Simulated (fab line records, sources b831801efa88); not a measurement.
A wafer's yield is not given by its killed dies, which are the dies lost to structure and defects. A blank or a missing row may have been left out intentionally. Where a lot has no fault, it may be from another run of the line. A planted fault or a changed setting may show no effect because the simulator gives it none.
fab line records	flow gf180mcu
record lots=24	wafers=72	last_day=34
route steps=602 shown MVPSD@85 VT_IMPLANT@99 M2@366 V2@387
lots that met no fault: from a run of the same line without faults
start_h: the number of hours between the record's first day and the start of the first shown wafer of the lot	wait_h: how many hours have passed since the lot's step before this one	" repeats the value in the row above	L1.1+2: one row covering several wafers at once	- no value, or no start given	* or withheld: withheld	< > ~ a bound
route shown NAME@n: names a module that has steps shown in the file, with the first one's number in the route	usual: average and standard deviation across the fault-free wafers	same: alike in all rows	chamber/n: place in a boat	sites: the reading at each site	_std_site: the values' standard deviation	_edge_site: outer sites' mean less inner sites'	radius_mm: for every site, how far away it sits from the centre of the wafer	mask NAME#n: copy n	behind: the last tool/chamber to shape the wafer	hold: why the lot was held/for how many hours/how that ended	device: transistor that didn't switch, given as n, p or np	end of line: the same wafers' tests at the end of the route	for a step that has no rows: nothing shown but its recipe	killed: count of dies lost to structure and defects at first sort (not the wafer's yield)	map: shows each die of a wafer: x if killed, . if not, _ if none is there
set.NAME: the run value of the setting; set.NAME@STEP: its run value at that earlier step	model.NAME: the simulator's own value behind a step, which no gauge read
route steps across a sampled set of lots; one table per step, one row per wafer
services: a tool's chamber out of use, with start hour (start_h, from the record's first day; less than 0 if before it), hours out, and reason
## steps
# step GF_MVPSD_OVL_MEAS_07
# usual MVPSD_OVL=2.0/1.4
lot.wafer	tool	chamber	start_h	wait_h	MVPSD_OVL[nm]
L074.1	overlay-01	-	96.50	-	3.2
L074.2	"	-	"	"	3.9
L074.6	"	-	"	"	2.9
L075.2	overlay-01	-	101.06	-	1.6
L075.4	"	-	"	"	1.8
L075.5	"	-	"	"	2.9
L076.4	overlay-02	-	110.12	-	1.6
L076.5	"	-	"	"	0.9
L076.6	"	-	"	"	1.3
L077.2	overlay-01	-	113.76	-	1.8
L077.3	"	-	"	"	1.8
L077.6	"	-	"	"	1.0
L078.1	overlay-02	-	120.41	-	2.2
L078.2	"	-	"	"	0.5
L078.6	"	-	"	"	-0.3
L079.1	overlay-01	-	126.60	-	1.7
L079.3	"	-	"	"	0.8
L079.4	"	-	"	"	1.7
L080.1	overlay-02	-	130.00	-	2.0
L080.3	"	-	"	"	1.7
L080.4	"	-	"	"	2.5
L081.2	overlay-02	-	139.26	-	3.2
L081.4	"	-	"	"	3.0
L081.5	"	-	"	"	2.4
L082.1	overlay-01	-	144.05	-	5.0
L082.5	"	-	"	"	3.0
L082.6	"	-	"	"	3.9
L083.2	overlay-01	-	149.36	-	2.1
L083.4	"	-	"	"	2.5
L083.5	"	-	"	"	2.3
L084.3	overlay-01	-	159.03	-	3.0
L084.4	"	-	"	"	0.8
L084.6	"	-	"	"	2.1
L085.1	overlay-02	-	162.31	-	2.1
L085.2	"	-	"	"	2.0
L085.3	"	-	"	"	2.5
L086.3	overlay-02	-	168.71	-	1.1
L086.4	"	-	"	"	1.3
L086.5	"	-	"	"	0.0
L087.4	overlay-01	-	174.17	-	0.8
L087.5	"	-	"	"	1.2
L087.6	"	-	"	"	0.8
L088.4	overlay-02	-	179.92	-	2.8
L088.5	"	-	"	"	3.7
L088.6	"	-	"	"	2.2
L089.1	overlay-02	-	186.90	-	5.4
L089.3	"	-	"	"	4.1
L089.6	"	-	"	"	4.8
L090.1	overlay-01	-	192.35	-	1.6
L090.2	"	-	"	"	1.7
L090.3	"	-	"	"	1.9
L091.4	overlay-01	-	197.67	-	-0.5
L091.5	"	-	"	"	-0.7
L091.6	"	-	"	"	-0.9
L092.2	overlay-02	-	204.10	-	2.6
L092.3	"	-	"	"	4.6
L092.4	"	-	"	"	3.4
L093.1	overlay-01	-	211.00	-	0.1
L093.3	"	-	"	"	1.4
L093.5	"	-	"	"	2.4
L094.1	overlay-02	-	218.21	-	-0.3
L094.4	"	-	"	"	-1.1
L094.5	"	-	"	"	0.0
L095.1	overlay-01	-	221.90	-	2.5
L095.4	"	-	"	"	2.1
L095.5	"	-	"	"	1.2
L096.2	overlay-02	-	228.62	-	2.1
L096.4	"	-	"	"	2.6
L096.5	"	-	"	"	0.8
L097.2	overlay-02	-	241.20	-	3.5
L097.3	"	-	"	"	2.6
L097.6	"	-	"	"	1.7
# step GF_VT_IMPLANT_STRIP_09
# recipe chemistry=O2/N2	power_w=1400	pressure_mtorr=1500	platen_temp_c=250	o2_flow_sccm=3000	n2_flow_sccm=300	overash_fraction=0.5
# usual drypump_motor_current_A=5.8/0.53	heater_power_w=302/19	oes_product_au=0.716/0.0048	strip_time_to_endpoint_s=12.62/0.032
lot.wafer	tool	chamber	start_h	wait_h	drypump_motor_current_A	heater_power_w	oes_product_au	rf_hours_counter_h	strip_time_to_endpoint_s
L074.1	plasma_asher-03	1	111.24	0.1	6.0	302	0.713	32	12.59
L074.2	"	0	"	"	6.5	277	0.715	32	12.58
L074.6	"	0	"	"	6.5	279	0.715	-	12.60
L075.2	plasma_asher-02	0	115.80	0.1	5.2	297	0.721	51	12.66
L075.4	"	1	"	"	4.9	322	0.716	-	12.68
L075.5	"	1	"	"	4.9	315	0.724	-	12.65
L076.4	plasma_asher-03	1	125.55	0.1	6.0	303	0.721	-	12.62
L076.5	"	1	"	"	6.0	307	0.710	-	12.65
L076.6	"	0	"	"	6.4	274	0.721	-	12.62
L077.2	plasma_asher-01	0	128.99	0.1	6.1	332	0.714	1	12.65
L077.3	"	0	"	"	6.1	335	0.721	-	12.62
L077.6	"	1	"	"	6.1	296	0.705	-	12.62
L078.1	plasma_asher-03	1	136.44	0.1	6.0	298	0.711	34	12.65
L078.2	"	0	"	"	6.4	283	0.709	34	12.62
L078.6	"	0	"	"	6.4	275	0.715	-	12.59
L079.1	plasma_asher-01	1	143.00	0.1	6.0	295	0.714	3	12.62
L079.3	"	1	"	"	6.0	295	0.724	-	12.61
L079.4	"	0	"	"	6.1	334	0.719	-	12.60
L080.1	plasma_asher-03	0	145.66	0.1	6.4	278	0.719	35	12.62
L080.3	"	1	"	"	6.0	304	0.714	-	12.61
L080.4	"	0	"	"	6.4	272	0.713	-	12.63
L081.2	plasma_asher-01	1	154.91	0.1	6.0	284	0.725	4	12.56
L081.4	"	1	"	"	6.1	298	0.714	-	12.61
L081.5	"	1	"	"	6.1	300	0.720	-	12.61
L082.1	plasma_asher-03	0	160.06	0.1	6.4	277	0.721	37	12.60
L082.5	"	0	"	"	6.4	277	0.713	-	12.66
L082.6	"	1	"	"	6.0	307	0.716	-	12.61
L083.2	plasma_asher-02	0	165.85	0.1	5.2	294	0.720	56	12.59
L083.4	"	0	"	"	5.3	290	0.720	-	12.65
L083.5	"	0	"	"	5.3	292	0.708	-	12.64
L084.3	plasma_asher-01	0	175.87	0.1	6.1	329	0.718	-	12.62
L084.4	"	1	"	"	6.1	294	0.713	-	12.64
L084.6	"	1	"	"	6.1	287	0.719	-	12.66
L085.1	plasma_asher-01	0	179.40	0.1	6.1	333	0.721	7	12.57
L085.2	"	1	"	"	6.1	289	0.703	7	12.60
L085.3	"	0	"	"	6.1	331	0.725	-	12.59
L086.3	plasma_asher-03	0	186.10	0.1	6.4	276	0.714	-	12.62
L086.4	"	1	"	"	6.0	298	0.710	-	12.62
L086.5	"	1	"	"	6.0	297	0.718	-	12.65
L087.4	plasma_asher-01	0	190.15	0.1	6.1	342	0.718	-	12.59
L087.5	"	1	"	"	6.1	296	0.711	-	12.57
L087.6	"	0	"	"	6.1	338	0.713	-	12.58
L088.4	plasma_asher-01	1	197.52	0.1	6.0	287	0.709	-	12.60
L088.5	"	1	"	"	6.1	283	0.718	-	12.59
L088.6	"	0	"	"	6.1	338	0.708	-	12.54
L089.1	plasma_asher-02	1	204.86	0.1	4.9	315	0.715	61	12.60
L089.3	"	0	"	"	5.2	291	0.716	-	12.61
L089.6	"	0	"	"	5.2	290	0.721	-	12.62
L090.1	plasma_asher-01	1	210.24	0.1	6.1	289	0.724	10	12.61
L090.2	"	0	"	"	6.2	328	0.715	10	12.59
L090.3	"	0	"	"	6.2	339	0.721	-	12.64
L091.4	plasma_asher-02	1	215.70	0.1	4.9	321	0.716	-	12.55
L091.5	"	1	"	"	4.9	320	0.716	-	12.57
L091.6	"	0	"	"	5.2	289	0.716	-	12.60
L092.2	plasma_asher-02	0	222.34	0.1	5.2	289	0.712	62	12.60
L092.3	"	0	"	"	5.2	285	0.711	-	12.62
L092.4	"	1	"	"	4.9	313	0.711	-	12.62
L093.1	plasma_asher-02	0	228.89	0.1	5.2	295	0.719	63	12.63
L093.3	"	0	"	"	5.3	291	0.724	-	12.65
L093.5	"	1	"	"	4.9	320	0.718	-	12.66
L094.1	plasma_asher-02	1	236.26	0.1	4.9	314	0.713	64	12.63
L094.4	"	1	"	"	4.9	315	0.726	-	12.67
L094.5	"	0	"	"	5.3	287	0.712	-	12.63
L095.1	plasma_asher-02	1	240.50	0.1	4.9	320	0.709	64	12.60
L095.4	"	1	"	"	4.9	321	0.714	-	12.64
L095.5	"	0	"	"	5.2	292	0.723	-	12.65
L096.2	plasma_asher-03	0	246.84	0.1	6.4	274	0.717	44	12.61
L096.4	"	1	"	"	6.0	301	0.728	-	12.63
L096.5	"	0	"	"	6.4	274	0.717	-	12.61
L097.2	plasma_asher-03	1	259.90	0.1	6.0	300	0.704	45	12.61
L097.3	"	0	"	"	6.5	274	0.717	-	12.61
L097.6	"	1	"	"	6.0	304	0.709	-	12.59
# step GF_VT_IMPLANT_OVL_MEAS_18
# usual VT_IMPLANT_01_OVL=0.1/1.2
lot.wafer	tool	chamber	start_h	wait_h	VT_IMPLANT_01_OVL[nm]
L074.1	overlay-02	-	126.28	0.1	2.1
L074.2	"	-	"	"	1.1
L074.6	"	-	"	"	2.2
L075.2	overlay-01	-	130.23	0.1	1.0
L075.4	"	-	"	"	1.1
L075.5	"	-	"	"	-0.2
L076.4	overlay-02	-	140.57	0.1	3.0
L076.5	"	-	"	"	1.6
L076.6	"	-	"	"	1.8
L077.2	overlay-01	-	144.36	0.1	1.6
L077.3	"	-	"	"	1.4
L077.6	"	-	"	"	1.9
L078.1	overlay-01	-	151.81	0.1	0.0
L078.2	"	-	"	"	1.2
L078.6	"	-	"	"	1.3
L079.1	overlay-01	-	158.31	0.1	0.0
L079.3	"	-	"	"	-0.1
L079.4	"	-	"	"	-0.9
L080.1	overlay-01	-	161.18	0.1	-2.4
L080.3	"	-	"	"	0.6
L080.4	"	-	"	"	-1.2
L081.2	overlay-02	-	170.96	0.1	-0.9
L081.4	"	-	"	"	-1.0
L081.5	"	-	"	"	-1.1
L082.1	overlay-02	-	176.53	0.1	0.8
L082.5	"	-	"	"	0.1
L082.6	"	-	"	"	1.8
L083.2	overlay-02	-	182.28	0.1	-0.9
L083.4	"	-	"	"	-1.2
L083.5	"	-	"	"	-1.9
L084.3	overlay-02	-	192.39	0.1	-3.0
L084.4	"	-	"	"	-2.3
L084.6	"	-	"	"	-0.8
L085.1	overlay-01	-	196.41	0.1	-0.3
L085.2	"	-	"	"	0.8
L085.3	"	-	"	"	1.6
L086.3	overlay-02	-	202.77	0.1	-0.1
L086.4	"	-	"	"	0.7
L086.5	"	-	"	"	1.3
L087.4	overlay-01	-	207.03	0.1	0.2
L087.5	"	-	"	"	-1.1
L087.6	"	-	"	"	-0.2
L088.4	overlay-02	-	214.59	0.1	-0.7
L088.5	"	-	"	"	-1.7
L088.6	"	-	"	"	-0.5
L089.1	overlay-01	-	222.66	0.1	-0.9
L089.3	"	-	"	"	-0.2
L089.6	"	-	"	"	-1.6
L090.1	overlay-01	-	227.75	0.1	0.4
L090.2	"	-	"	"	-0.8
L090.3	"	-	"	"	0.5
L091.4	overlay-01	-	233.24	0.1	-2.4
L091.5	"	-	"	"	-1.6
L091.6	"	-	"	"	-1.1
L092.2	overlay-01	-	240.61	0.1	-0.8
L092.3	"	-	"	"	-1.8
L092.4	"	-	"	"	-1.1
L093.1	overlay-02	-	246.95	0.1	-1.2
L093.3	"	-	"	"	-0.4
L093.5	"	-	"	"	0.0
L094.1	overlay-01	-	254.83	0.1	0.9
L094.4	"	-	"	"	1.5
L094.5	"	-	"	"	0.0
L095.1	overlay-01	-	258.58	0.1	1.1
L095.4	"	-	"	"	1.0
L095.5	"	-	"	"	0.5
L096.2	overlay-02	-	265.71	0.1	0.7
L096.4	"	-	"	"	0.0
L096.5	"	-	"	"	-0.1
L097.2	overlay-01	-	278.47	0.1	-0.2
L097.3	"	-	"	"	-0.2
L097.6	"	-	"	"	0.1
# step GF_M2_SPUTTER_04
# recipe material=TiN	target_thk_nm=50	power_w=6500	time_s=41.7	chamber_pressure_pa=0.4
# usual throttle_valve_pct=29.9/1.3
lot.wafer	tool	chamber	start_h	wait_h	throttle_valve_pct
L074.1	pvd_sputter-01	-	411.32	0.0	29.3
L074.2	"	-	"	"	29.8
L074.6	"	-	"	"	32.6
L075.2	pvd_sputter-01	-	419.17	0.0	28.9
L075.4	"	-	"	"	29.1
L075.5	"	-	"	"	29.3
L076.4	pvd_sputter-01	-	434.84	0.0	32.1
L076.5	"	-	"	"	29.0
L076.6	"	-	"	"	29.6
L077.2	pvd_sputter-01	-	439.97	0.0	30.1
L077.3	"	-	"	"	29.4
L077.6	"	-	"	"	29.1
L078.1	pvd_sputter-04	-	450.55	0.0	29.2
L078.2	"	-	"	"	29.6
L078.6	"	-	"	"	29.0
L079.1	pvd_sputter-04	-	461.65	0.0	28.9
L079.3	"	-	"	"	29.2
L079.4	"	-	"	"	30.0
L080.1	pvd_sputter-01	-	464.15	0.0	30.0
L080.3	"	-	"	"	28.8
L080.4	"	-	"	"	32.4
L081.2	pvd_sputter-02	-	482.59	0.0	32.0
L081.4	"	-	"	"	27.9
L081.5	"	-	"	"	31.5
L082.1	pvd_sputter-01	-	484.84	0.0	29.0
L082.5	"	-	"	"	30.0
L082.6	"	-	"	"	29.6
L083.2	pvd_sputter-01	-	492.46	0.0	29.2
L083.4	"	-	"	"	29.8
L083.5	"	-	"	"	30.0
L084.3	pvd_sputter-02	-	507.38	0.0	28.2
L084.4	"	-	"	"	29.4
L084.6	"	-	"	"	31.6
L085.1	pvd_sputter-02	-	516.19	0.0	29.3
L085.2	"	-	"	"	28.2
L085.3	"	-	"	"	30.5
L086.3	pvd_sputter-01	-	521.94	0.0	32.6
L086.4	"	-	"	"	29.2
L086.5	"	-	"	"	29.5
L087.4	pvd_sputter-01	-	525.26	0.0	30.1
L087.5	"	-	"	"	32.4
L087.6	"	-	"	"	29.0
L088.4	pvd_sputter-01	-	538.77	0.0	29.3
L088.5	"	-	"	"	29.0
L088.6	"	-	"	"	29.7
L089.1	pvd_sputter-02	-	546.24	0.0	32.1
L089.3	"	-	"	"	29.2
L089.6	"	-	"	"	29.6
L090.1	pvd_sputter-02	-	555.63	0.0	30.6
L090.2	"	-	"	"	29.4
L090.3	"	-	"	"	31.7
L091.4	pvd_sputter-04	-	561.43	0.0	29.0
L091.5	"	-	"	"	28.7
L091.6	"	-	"	"	29.3
L092.2	pvd_sputter-02	-	568.73	0.0	28.1
L092.3	"	-	"	"	32.0
L092.4	"	-	"	"	29.4
L093.1	pvd_sputter-02	-	575.39	0.0	28.0
L093.3	"	-	"	"	30.3
L093.5	"	-	"	"	30.6
L094.1	pvd_sputter-01	-	586.68	0.0	29.9
L094.4	"	-	"	"	29.3
L094.5	"	-	"	"	29.8
L095.1	pvd_sputter-04	-	589.15	0.0	29.6
L095.4	"	-	"	"	28.9
L095.5	"	-	"	"	28.8
L096.2	pvd_sputter-04	-	596.86	0.0	29.3
L096.4	"	-	"	"	28.9
L096.5	"	-	"	"	28.9
L097.2	pvd_sputter-04	-	613.33	0.0	28.8
L097.3	"	-	"	"	29.1
L097.6	"	-	"	"	29.0
# step GF_V2_BOW_MEAS_05
# recipe mode=bow
# usual V2_BOW=99/8.3
lot.wafer	tool	chamber	start_h	wait_h	V2_BOW[um]
L074.1	film_metro-04	-	436.43	0.2	107
L074.2	"	-	"	"	111
L074.6	"	-	"	"	101
L075.2	film_metro-04	-	445.29	0.3	103
L075.4	"	-	"	"	101
L075.5	"	-	"	"	93
L076.4	film_metro-01	-	461.42	0.2	113
L076.5	"	-	"	"	103
L076.6	"	-	"	"	114
L077.2	film_metro-01	-	466.13	0.2	99
L077.3	"	-	"	"	92
L077.6	"	-	"	"	101
L078.1	film_metro-01	-	476.67	0.2	94
L078.2	"	-	"	"	90
L078.6	"	-	"	"	90
L079.1	film_metro-04	-	486.99	0.2	96
L079.3	"	-	"	"	94
L079.4	"	-	"	"	101
L080.1	film_metro-03	-	489.24	0.2	94
L080.3	"	-	"	"	84
L080.4	"	-	"	"	75
L081.2	film_metro-01	-	507.64	0.1	115
L081.4	"	-	"	"	101
L081.5	"	-	"	"	101
L082.1	film_metro-04	-	510.14	0.2	107
L082.5	"	-	"	"	90
L082.6	"	-	"	"	100
L083.2	film_metro-03	-	517.32	0.2	91
L083.4	"	-	"	"	74
L083.5	"	-	"	"	108
L084.3	film_metro-01	-	531.66	0.2	109
L084.4	"	-	"	"	94
L084.6	"	-	"	"	105
L085.1	film_metro-03	-	540.10	0.2	92
L085.2	"	-	"	"	95
L085.3	"	-	"	"	95
L086.3	film_metro-01	-	546.40	0.1	107
L086.4	"	-	"	"	102
L086.5	"	-	"	"	103
L087.4	film_metro-04	-	549.43	0.3	99
L087.5	"	-	"	"	94
L087.6	"	-	"	"	105
L088.4	film_metro-03	-	563.15	0.2	102
L088.5	"	-	"	"	100
L088.6	"	-	"	"	112
L089.1	film_metro-01	-	570.20	0.2	100
L089.3	"	-	"	"	94
L089.6	"	-	"	"	98
L090.1	film_metro-03	-	579.33	0.2	105
L090.2	"	-	"	"	104
L090.3	"	-	"	"	107
L091.4	film_metro-03	-	584.32	0.3	89
L091.5	"	-	"	"	86
L091.6	"	-	"	"	95
L092.2	film_metro-03	-	591.03	0.2	81
L092.3	"	-	"	"	75
L092.4	"	-	"	"	88
L093.1	film_metro-04	-	598.04	0.1	96
L093.3	"	-	"	"	113
L093.5	"	-	"	"	98
L094.1	film_metro-03	-	608.17	0.1	114
L094.4	"	-	"	"	102
L094.5	"	-	"	"	100
L095.1	film_metro-01	-	612.03	0.1	90
L095.4	"	-	"	"	85
L095.5	"	-	"	"	101
L096.2	film_metro-01	-	618.80	0.2	101
L096.4	"	-	"	"	101
L096.5	"	-	"	"	96
L097.2	film_metro-04	-	634.78	0.2	106
L097.3	"	-	"	"	107
L097.6	"	-	"	"	108
# step GF_V2_STRIP_18
# recipe chemistry=O2/N2	power_w=1400	pressure_mtorr=1500	platen_temp_c=250	o2_flow_sccm=3000	n2_flow_sccm=300	overash_fraction=0.5
# usual drypump_motor_current_A=5.3/0.42	heater_power_w=305/16	oes_product_au=0.592/0.0044
lot.wafer	tool	chamber	start_h	wait_h	drypump_motor_current_A	heater_power_w	oes_product_au	rf_hours_counter_h
L074.1	plasma_asher-04	0	461.04	-	5.7	309	0.591	79
L074.2	"	1	"	"	5.0	277	0.600	79
L074.6	"	1	"	"	5.0	287	0.597	-
L075.2	plasma_asher-01	1	470.14	-	6.1	296	0.585	37
L075.4	"	1	"	"	6.1	296	0.590	-
L075.5	"	1	"	"	6.0	294	0.591	-
L076.4	plasma_asher-02	1	485.16	-	4.9	318	0.597	-
L076.5	"	0	"	"	5.3	296	0.588	-
L076.6	"	1	"	"	5.0	312	0.593	-
L077.2	plasma_asher-04	1	490.48	-	5.0	275	0.595	82
L077.3	"	1	"	"	5.0	274	0.597	-
L077.6	"	1	"	"	5.0	275	0.589	-
L078.1	plasma_asher-04	1	500.73	-	5.0	285	0.592	83
L078.2	"	0	"	"	5.7	304	0.593	83
L078.6	"	1	"	"	5.0	279	0.588	-
L079.1	plasma_asher-04	1	511.08	-	5.0	278	0.590	84
L079.3	"	0	"	"	5.7	306	0.595	-
L079.4	"	1	"	"	5.0	278	0.589	-
L080.1	plasma_asher-01	0	513.23	-	6.1	329	0.591	42
L080.3	"	0	"	"	6.1	330	0.592	-
L080.4	"	1	"	"	6.1	288	0.596	-
L081.2	plasma_asher-02	0	530.69	-	5.3	305	0.592	10
L081.4	"	1	"	"	4.9	321	0.593	-
L081.5	"	1	"	"	4.9	324	0.589	-
L082.1	plasma_asher-02	0	533.58	-	5.3	297	0.592	11
L082.5	"	0	"	"	5.3	294	0.604	-
L082.6	"	1	"	"	4.9	316	0.596	-
L083.2	plasma_asher-04	0	540.53	-	5.7	313	0.594	87
L083.4	"	0	"	"	5.7	312	0.594	-
L083.5	"	0	"	"	5.7	317	0.588	-
L084.3	plasma_asher-02	0	554.61	-	5.3	300	0.594	-
L084.4	"	1	"	"	4.9	321	0.593	-
L084.6	"	0	"	"	5.3	290	0.585	-
L085.1	plasma_asher-02	1	562.93	-	4.9	312	0.593	14
L085.2	"	0	"	"	5.3	295	0.596	14
L085.3	"	0	"	"	5.3	294	0.583	-
L086.3	plasma_asher-01	1	569.26	-	6.0	298	0.585	-
L086.4	"	0	"	"	6.1	332	0.595	-
L086.5	"	1	"	"	6.0	292	0.593	-
L087.4	plasma_asher-02	1	571.76	-	4.9	316	0.603	-
L087.5	"	1	"	"	4.9	313	0.594	-
L087.6	"	0	"	"	5.2	307	0.593	-
L088.4	plasma_asher-04	1	584.36	-	5.0	282	0.582	-
L088.5	"	0	"	"	5.7	306	0.591	-
L088.6	"	1	"	"	5.0	275	0.595	-
L089.1	plasma_asher-04	0	591.23	-	5.7	302	0.594	92
L089.3	"	0	"	"	5.7	317	0.589	-
L089.6	"	1	"	"	5.0	278	0.597	-
L090.1	plasma_asher-04	0	601.24	-	5.7	317	0.596	93
L090.2	"	1	"	"	5.1	279	0.594	93
L090.3	"	0	"	"	5.7	315	0.596	-
L091.4	plasma_asher-02	1	606.28	-	4.9	324	0.589	-
L091.5	"	0	"	"	5.3	296	0.592	-
L091.6	"	1	"	"	4.9	316	0.593	-
L092.2	plasma_asher-02	1	612.05	-	4.9	322	0.603	20
L092.3	"	0	"	"	5.2	301	0.593	-
L092.4	"	1	"	"	4.9	319	0.590	-
L093.1	plasma_asher-02	0	619.79	-	5.3	297	0.589	20
L093.3	"	0	"	"	5.3	306	0.592	-
L093.5	"	1	"	"	4.9	318	0.595	-
L094.1	plasma_asher-02	1	628.98	-	4.9	330	0.593	21
L094.4	"	0	"	"	5.2	309	0.586	-
L094.5	"	1	"	"	4.9	322	0.592	-
L095.1	plasma_asher-02	1	632.68	-	5.0	319	0.586	22
L095.4	"	0	"	"	5.3	292	0.583	-
L095.5	"	1	"	"	5.0	318	0.599	-
L096.2	plasma_asher-01	1	638.99	-	6.1	296	0.590	54
L096.4	"	1	"	"	6.1	294	0.591	-
L096.5	"	1	"	"	6.1	292	0.594	-
L097.2	plasma_asher-02	1	655.13	-	4.9	318	0.598	24
L097.3	"	1	"	"	4.9	317	0.592	-
L097.6	"	1	"	"	4.9	316	0.594	-
## services
tool	chamber	start_h	hours	kind
pvd_sputter-01	-	96.05	1.6	repair
plasma_asher-01	-	104.97	1.4	repair
plasma_asher-01	-	108.75	9.0	pm
plasma_asher-01	-	113.54	0.8	repair
plasma_asher-03	-	155.46	1.3	repair
plasma_asher-03	-	161.35	15.6	pm
pvd_sputter-01	-	218.51	1.1	repair
pvd_sputter-01	-	230.17	2.8	repair
plasma_asher-01	-	310.47	1.5	repair
pvd_sputter-01	-	325.32	9.4	repair
pvd_sputter-01	-	391.92	4.0	repair
plasma_asher-02	-	421.25	9.0	pm
plasma_asher-01	-	422.48	4.3	repair
plasma_asher-02	-	459.89	5.3	repair
plasma_asher-02	-	494.34	2.8	pm
plasma_asher-01	-	508.73	3.1	repair
pvd_sputter-01	-	523.33	1.2	repair
plasma_asher-01	-	524.98	12.6	repair
plasma_asher-02	-	576.29	1.5	repair
plasma_asher-04	-	577.06	2.2	repair
pvd_sputter-01	-	619.37	4.2	repair
plasma_asher-03	-	627.01	10.0	pm
pvd_sputter-01	-	629.73	3.0	repair
plasma_asher-01	-	644.51	0.7	repair
## key
fault none
